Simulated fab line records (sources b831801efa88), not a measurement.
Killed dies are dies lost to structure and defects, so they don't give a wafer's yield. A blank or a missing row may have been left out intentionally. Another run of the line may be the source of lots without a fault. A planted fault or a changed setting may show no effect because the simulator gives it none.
fab line records ; flow gf180mcu
record: lots: 12; wafers: 36; last-day: 34
route steps=602 shown M2@366 V2@383
lots that met no fault: taken from a fault-free run of the same line
start-h: start of the lot's first displayed wafer, in hours after the record's first day ; wait-h: how many hours have passed since the lot's step before this one ; " repeats the value in the row above ; L1.1+2: one row covering several wafers at once ; - no value present, or no start provided ; * or withheld: withheld ; < > ~ a bound
route shown NAME@n: NAME is a module with steps in the file, n the number in the route of the first one ; usual: mean/standard deviation taken from wafers without a fault ; same: alike in all rows ; chamber/n: place in a boat ; sites: readings site by site ; _std_site: standard deviation of those values ; _edge_site: inner sites' mean taken away from outer sites' mean ; radius-mm: how far each site lies from the wafer's centre ; mask NAME#n: copy n ; behind: the last tool/chamber to shape the wafer ; hold: why the lot was held/for how many hours/how that ended ; device: the transistor (n, p or np) that didn't switch ; end of line: tests of these same wafers at the route's end ; a step with no rows: only its recipe ; killed: count of dies lost to structure and defects at first sort (not the wafer's yield) ; map: a wafer's dies, x killed, . not, _ none there
set.NAME: the run value of the setting; set.NAME@STEP: its run value at that earlier step ; model.NAME: the simulator's own value behind a step, which no gauge read
a sample of lots followed through the steps of the route, with each step as a table and each wafer as a row
services: the hour from which a tool's chamber was out of use, counted from the record's first day as start-h (under 0 if before that day), plus the number of hours and why
== steps ==
step: GF_M2_SPUTTER_04
recipe: material: TiN; target-thk-nm: 50; power-w: 6500; time-s: 41.7; chamber-pressure-pa: 0.4
usual: throttle-valve-pct: 30.5/0.87
lot.wafer;tool;chamber;start-h;wait-h;throttle-valve-pct
L305.4;pvd-sputter-01;-;415.58;0.0;29.2
L305.5;pvd-sputter-01;-;415.58;0.0;29.2
L305.6;pvd-sputter-01;-;415.58;0.0;31.5
L306.1;pvd-sputter-01;-;420.25;0.0;29.3
L306.2;pvd-sputter-01;-;420.25;0.0;31.5
L306.6;pvd-sputter-01;-;420.25;0.0;29.3
L307.1;pvd-sputter-03;-;425.44;0.0;30.9
L307.3;pvd-sputter-03;-;425.44;0.0;31.4
L307.4;pvd-sputter-03;-;425.44;0.0;29.9
L308.2;pvd-sputter-01;-;435.38;0.0;30.1
L308.3;pvd-sputter-01;-;435.38;0.0;29.2
L308.5;pvd-sputter-01;-;435.38;0.0;28.4
L309.1;pvd-sputter-01;-;438.26;0.0;30.3
L309.2;pvd-sputter-01;-;438.26;0.0;28.2
L309.4;pvd-sputter-01;-;438.26;0.0;29.2
L310.1;pvd-sputter-03;-;455.27;0.0;31.3
L310.3;pvd-sputter-03;-;455.27;0.0;30.9
L310.4;pvd-sputter-03;-;455.27;0.0;31.2
L312.2;pvd-sputter-01;-;482.02;0.0;31.6
L312.5;pvd-sputter-01;-;482.02;0.0;31.7
L312.6;pvd-sputter-01;-;482.02;0.0;28.5
L313.2;pvd-sputter-03;-;494.44;0.0;30.8
L313.4;pvd-sputter-03;-;494.44;0.0;29.8
L313.5;pvd-sputter-03;-;494.44;0.0;29.8
L315.1;pvd-sputter-01;-;509.60;0.0;28.7
L315.3;pvd-sputter-01;-;509.60;0.0;30.3
L315.6;pvd-sputter-01;-;509.60;0.0;29.1
L326.1;pvd-sputter-03;-;587.60;0.0;29.8
L326.3;pvd-sputter-03;-;587.60;0.0;30.7
L326.4;pvd-sputter-03;-;587.60;0.0;31.2
L327.2;pvd-sputter-02;-;598.99;0.0;30.7
L327.4;pvd-sputter-02;-;598.99;0.0;30.7
L327.5;pvd-sputter-02;-;598.99;0.0;31.0
L328.1;pvd-sputter-02;-;611.21;0.0;30.5
L328.2;pvd-sputter-02;-;611.21;0.0;31.0
L328.6;pvd-sputter-02;-;611.21;0.0;30.6
step: GF_M2_PEB_12
recipe: peb-temp-c: 133.8; peb-time-s: 90; resist: KrF
usual: heater-power-total-W: 84.70/0.079
lot.wafer;tool;chamber;start-h;wait-h;heater-power-total-W
L305.4;litho-track-02;0;438.86;-;84.66
L305.5;litho-track-02;0;438.86;-;84.70
L305.6;litho-track-02;0;438.86;-;84.63
L306.1;litho-track-03;0;444.25;-;84.53
L306.2;litho-track-03;0;444.25;-;84.69
L306.6;litho-track-03;0;444.25;-;84.76
L307.1;litho-track-01;0;449.25;-;84.70
L307.3;litho-track-01;0;449.25;-;84.82
L307.4;litho-track-01;0;449.25;-;84.73
L308.2;litho-track-01;0;458.98;-;84.70
L308.3;litho-track-01;0;458.98;-;84.69
L308.5;litho-track-01;0;458.98;-;84.64
L309.1;litho-track-03;0;462.30;-;84.79
L309.2;litho-track-03;0;462.30;-;84.66
L309.4;litho-track-03;0;462.30;-;84.69
L310.1;litho-track-03;0;478.45;-;84.69
L310.3;litho-track-03;0;478.45;-;84.68
L310.4;litho-track-03;0;478.45;-;84.68
L312.2;litho-track-03;0;505.08;-;84.69
L312.5;litho-track-03;0;505.08;-;84.78
L312.6;litho-track-03;0;505.08;-;84.88
L313.2;litho-track-02;0;517.39;-;84.79
L313.4;litho-track-02;0;517.39;-;84.86
L313.5;litho-track-02;0;517.39;-;84.79
L315.1;litho-track-02;0;532.36;-;84.62
L315.3;litho-track-02;0;532.36;-;84.68
L315.6;litho-track-02;0;532.36;-;84.74
L326.1;litho-track-03;0;607.55;-;84.67
L326.3;litho-track-03;0;607.55;-;84.67
L326.4;litho-track-03;0;607.55;-;84.69
L327.2;litho-track-02;0;618.69;-;84.69
L327.4;litho-track-02;0;618.69;-;84.84
L327.5;litho-track-02;0;618.69;-;84.60
L328.1;litho-track-02;0;631.41;-;84.59
L328.2;litho-track-02;0;631.41;-;84.61
L328.6;litho-track-02;0;631.41;-;84.77
step: GF_M2_CD_MEAS_14
recipe: target-cd-nm: 280
usual: cd-nm: 279.9/1.2
lot.wafer;tool;chamber;start-h;wait-h;cd-nm
L305.4;cd-sem-02;-;439.17;0.1;280.6
L305.5;cd-sem-02;-;439.17;0.1;280.1
L305.6;cd-sem-02;-;439.17;0.1;279.6
L306.1;cd-sem-02;-;444.60;0.1;281.3
L306.2;cd-sem-02;-;444.60;0.1;281.5
L306.6;cd-sem-02;-;444.60;0.1;280.5
L307.1;cd-sem-02;-;449.60;0.1;279.5
L307.3;cd-sem-02;-;449.60;0.1;280.3
L307.4;cd-sem-02;-;449.60;0.1;278.9
L308.2;cd-sem-01;-;459.32;0.1;277.8
L308.3;cd-sem-01;-;459.32;0.1;278.3
L308.5;cd-sem-01;-;459.32;0.1;276.9
L309.1;cd-sem-01;-;462.65;0.1;279.0
L309.2;cd-sem-01;-;462.65;0.1;279.4
L309.4;cd-sem-01;-;462.65;0.1;279.1
L310.1;cd-sem-01;-;478.80;0.1;280.7
L310.3;cd-sem-01;-;478.80;0.1;280.2
L310.4;cd-sem-01;-;478.80;0.1;280.3
L312.2;cd-sem-02;-;505.42;0.1;281.3
L312.5;cd-sem-02;-;505.42;0.1;279.7
L312.6;cd-sem-02;-;505.42;0.1;279.2
L313.2;cd-sem-02;-;517.79;0.2;280.4
L313.4;cd-sem-02;-;517.79;0.2;279.4
L313.5;cd-sem-02;-;517.79;0.2;279.3
L315.1;cd-sem-01;-;532.71;0.1;279.7
L315.3;cd-sem-01;-;532.71;0.1;280.9
L315.6;cd-sem-01;-;532.71;0.1;280.0
L326.1;cd-sem-02;-;607.90;0.1;280.6
L326.3;cd-sem-02;-;607.90;0.1;272.2
L326.4;cd-sem-02;-;607.90;0.1;280.6
L327.2;cd-sem-01;-;619.03;0.1;281.5
L327.4;cd-sem-01;-;619.03;0.1;282.0
L327.5;cd-sem-01;-;619.03;0.1;281.4
L328.1;cd-sem-02;-;631.76;0.1;280.9
L328.2;cd-sem-02;-;631.76;0.1;279.2
L328.6;cd-sem-02;-;631.76;0.1;281.2
step: GF_M2_METAL_ETCH_16
recipe: chemistry: Cl2/BCl3; mask-material: KrF; target-depth-nm: 627.5; stop-on: SiO2; pressure-mtorr: 8; icp-w: 800; bias-w: 140; Cl2_flow_sccm: 80; bcl3-flow-sccm: 40; time-s: 104.6
usual: bcl3-flow-sccm: 40.00/0.12; drypump-motor-current-A: 5.7/0.31; oes-product-au: 0.974/0.0074; throttle-valve-pct: 28.247/0.012
lot.wafer;tool;chamber;start-h;wait-h;bcl3-flow-sccm;drypump-motor-current-A;oes-product-au;rf-hours-counter-h;throttle-valve-pct
L305.4;rie-metal-01;1;439.30;0.0;39.94;6.3;0.988;-;28.237
L305.5;rie-metal-01;0;439.30;0.0;39.79;5.2;0.977;-;28.255
L305.6;rie-metal-01;1;439.30;0.0;39.93;6.3;0.968;-;28.243
L306.1;rie-metal-02;0;444.76;0.0;39.94;5.3;0.975;10;28.242
L306.2;rie-metal-02;1;444.76;0.0;40.03;5.7;0.974;8;28.272
L306.6;rie-metal-02;0;444.76;0.0;40.16;5.3;0.983;-;28.238
L307.1;rie-metal-03;0;449.75;0.0;40.18;6.0;0.970;7;28.265
L307.3;rie-metal-03;0;449.75;0.0;40.00;5.9;0.967;-;28.244
L307.4;rie-metal-03;1;449.75;0.0;39.91;5.8;0.968;-;28.261
L308.2;rie-metal-02;0;459.45;0.0;40.07;5.3;0.984;10;28.228
L308.3;rie-metal-02;0;459.45;0.0;40.11;5.3;0.977;-;28.258
L308.5;rie-metal-02;0;459.45;0.0;39.98;5.3;0.971;-;28.243
L309.1;rie-metal-01;0;462.81;0.0;39.90;5.2;0.967;8;28.270
L309.2;rie-metal-01;1;462.81;0.0;40.06;6.3;0.963;10;28.278
L309.4;rie-metal-01;0;462.81;0.0;40.02;5.2;0.966;-;28.262
L310.1;rie-metal-03;1;478.96;0.0;40.12;5.8;0.965;2;28.265
L310.3;rie-metal-03;1;478.96;0.0;39.71;5.8;0.971;-;28.251
L310.4;rie-metal-03;1;478.96;0.0;39.83;5.8;0.969;-;28.238
L312.2;rie-metal-02;0;505.56;0.0;40.03;5.3;0.949;11;28.275
L312.5;rie-metal-02;0;505.56;0.0;40.16;5.4;0.953;-;28.281
L312.6;rie-metal-02;1;505.56;0.0;40.12;5.7;0.970;-;28.252
L313.2;rie-metal-01;0;517.93;0.0;39.92;5.2;0.964;9;28.244
L313.4;rie-metal-01;1;517.93;0.0;39.97;6.3;0.981;-;28.232
L313.5;rie-metal-01;1;517.93;0.0;40.05;6.3;0.970;-;28.246
L315.1;rie-metal-02;1;532.86;0.0;40.10;5.7;0.968;9;28.223
L315.3;rie-metal-02;0;532.86;0.0;40.16;5.3;0.977;-;28.238
L315.6;rie-metal-02;1;532.86;0.0;39.95;5.7;0.978;-;28.237
L326.1;rie-metal-03;1;608.06;0.0;40.14;5.8;0.971;6;28.236
L326.3;rie-metal-03;0;608.06;0.0;39.85;6.0;0.977;-;28.240
L326.4;rie-metal-03;1;608.06;0.0;40.27;5.8;0.985;-;28.236
L327.2;rie-metal-02;0;619.20;0.1;40.19;5.3;0.981;-;28.231
L327.4;rie-metal-02;0;619.20;0.1;39.98;5.3;0.975;-;28.243
L327.5;rie-metal-02;0;619.20;0.1;39.96;5.3;0.981;-;28.223
L328.1;rie-metal-03;1;631.91;0.0;40.19;5.8;0.976;6;28.252
L328.2;rie-metal-03;1;631.91;0.0;40.10;5.8;0.968;-;28.239
L328.6;rie-metal-03;1;631.91;0.0;40.05;5.8;0.989;-;28.245
step: GF_V2_THK_MEAS_01
recipe: reads: SiO2_of_V2_CVD_00
usual: V2_CVD_00_THK: 602/7.6
lot.wafer;tool;chamber;start-h;wait-h;V2_CVD_00_THK[nm]
L305.4;film-metro-02;-;440.01;0.0;596
L305.5;film-metro-02;-;440.01;0.0;601
L305.6;film-metro-02;-;440.01;0.0;603
L306.1;film-metro-03;-;445.52;0.0;597
L306.2;film-metro-03;-;445.52;0.0;611
L306.6;film-metro-03;-;445.52;0.0;596
L307.1;film-metro-03;-;450.51;0.0;610
L307.3;film-metro-03;-;450.51;0.0;612
L307.4;film-metro-03;-;450.51;0.0;598
L308.2;film-metro-03;-;460.19;0.0;605
L308.3;film-metro-03;-;460.19;0.0;596
L308.5;film-metro-03;-;460.19;0.0;604
L309.1;film-metro-01;-;463.57;0.0;597
L309.2;film-metro-01;-;463.57;0.0;607
L309.4;film-metro-01;-;463.57;0.0;589
L310.1;film-metro-02;-;480.15;0.0;605
L310.3;film-metro-02;-;480.15;0.0;601
L310.4;film-metro-02;-;480.15;0.0;602
L312.2;film-metro-02;-;506.40;0.0;598
L312.5;film-metro-02;-;506.40;0.0;600
L312.6;film-metro-02;-;506.40;0.0;590
L313.2;film-metro-02;-;518.72;0.0;602
L313.4;film-metro-02;-;518.72;0.0;596
L313.5;film-metro-02;-;518.72;0.0;609
L315.1;film-metro-03;-;533.92;0.0;595
L315.3;film-metro-03;-;533.92;0.0;593
L315.6;film-metro-03;-;533.92;0.0;598
L326.1;film-metro-03;-;609.18;0.0;593
L326.3;film-metro-03;-;609.18;0.0;614
L326.4;film-metro-03;-;609.18;0.0;615
L327.2;film-metro-01;-;620.00;0.0;601
L327.4;film-metro-01;-;620.00;0.0;595
L327.5;film-metro-01;-;620.00;0.0;614
L328.1;film-metro-03;-;632.86;0.0;592
L328.2;film-metro-03;-;632.86;0.0;607
L328.6;film-metro-03;-;632.86;0.0;600
== services ==
tool;chamber;start-h;hours;kind
pvd-sputter-01;0;420.29;-;consumable-replace:kit
pvd-sputter-01;0;420.29;18.0;scheduled-down
pvd-sputter-01;0;420.29;18.0;vent-cycle
rie-metal-01;-;421.83;2.8;pm
rie-metal-03;-;427.27;0.5;repair
rie-metal-01;1;434.25;4.3;repair
rie-metal-02;-;468.33;28.1;pm
rie-metal-03;0;477.69;8.6;repair
pvd-sputter-03;-;490.77;2.9;repair
rie-metal-02;-;523.73;1.8;repair
pvd-sputter-02;-;539.27;1.1;repair
rie-metal-01;0;555.01;14.1;repair
rie-metal-03;-;556.59;0.4;repair
rie-metal-02;0;557.19;-;clean
rie-metal-02;0;557.19;17.3;scheduled-down
rie-metal-02;0;557.19;17.3;vent-cycle
pvd-sputter-01;-;563.22;1.0;repair
pvd-sputter-03;-;590.47;10.7;repair
rie-metal-01;-;608.33;10.0;pm
rie-metal-02;1;611.03;-;clean
rie-metal-02;1;611.03;28.6;scheduled-down
rie-metal-02;1;611.03;28.6;vent-cycle
pvd-sputter-03;-;617.98;56.6;repair
rie-metal-03;0;631.78;3.3;repair
== key ==
first-sign: step: GF_M2_CD_MEAS_14; reading: cd-nm; direction: down; sigmas: 6.2; usual: 279.9; struck: 272.2
effect none on later readings
met-at GF_M2_PEB_12
struck-lots L326
struck-wafers L326.3
not-acting-at GF_M2_SPUTTER_04,GF_M2_METAL_ETCH_16,GF_V2_THK_MEAS_01
onset-between 505.08 607.55
fault: kind: process-parameter-drift; tool: litho-track-03; chamber: -; onset-h: 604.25; steps: GF_M2_PEB_12; channel: peb-time-s; offset: *; shape: step; end-h: 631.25; scope: struck-wafers-only; acts-in: *; stated: *
